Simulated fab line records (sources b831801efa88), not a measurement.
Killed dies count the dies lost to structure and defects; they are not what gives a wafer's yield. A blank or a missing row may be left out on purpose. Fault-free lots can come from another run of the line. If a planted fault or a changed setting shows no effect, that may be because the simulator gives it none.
One fault seen from 2 desks    flow gf180mcu    only its own numbers are on each desk; what lay behind them is given at the end

AT THE TOOL OWNER'S DESK: pvd-sputter-03
The tool's own readings at GF_M3_SPUTTER_01 (material TiN, target thk 30 nm, time 25 s): means of the sampled wafers that have a number, for each lot that ran on this tool. The brackets show how far a lot's mean lies from the usual mean; more than 4 standard deviations puts the lot out of limits, marked OUT.
Columns: A = throttle-valve-pct at GF_M3_SPUTTER_01, usual 30.0 %
lot   first seen here  A
L617  day 23 16:44     29.6
L618  day 24 09:10     30.1
L631  day 27 13:44     29.1
This desk's finding: nothing out of limits on any of the 3 lots.

FROM THE METROLOGY DESK
What the gauges read for every lot (on any tool): the sampled wafers with a number, averaged. The brackets show how far a lot's mean lies from the usual mean; more than 4 standard deviations puts the lot out of limits, marked OUT.
Columns: A = V2_W_RS at GF_V2_RS_MEAS_24, usual 0.327 ohm/sq; B = V2_W_THK at GF_V2_THK_MEAS_25, usual 349 nm
lot   first seen here  A      B
L610  day 20 16:47     0.328  349
L617  day 23 16:00     0.326  354
L618  day 24 08:35     0.331  346
L625  day 26 08:10     0.327  344
L630  day 27 12:11     0.331  338
L631  day 27 13:11     0.322  356
This desk's finding: nothing out of limits on any of the 6 lots.

ALL TOGETHER
The tool owner's desk saw nothing out of limits.
The metrology desk saw nothing out of limits.

WHAT THE SIMULATOR HAD PUT IN
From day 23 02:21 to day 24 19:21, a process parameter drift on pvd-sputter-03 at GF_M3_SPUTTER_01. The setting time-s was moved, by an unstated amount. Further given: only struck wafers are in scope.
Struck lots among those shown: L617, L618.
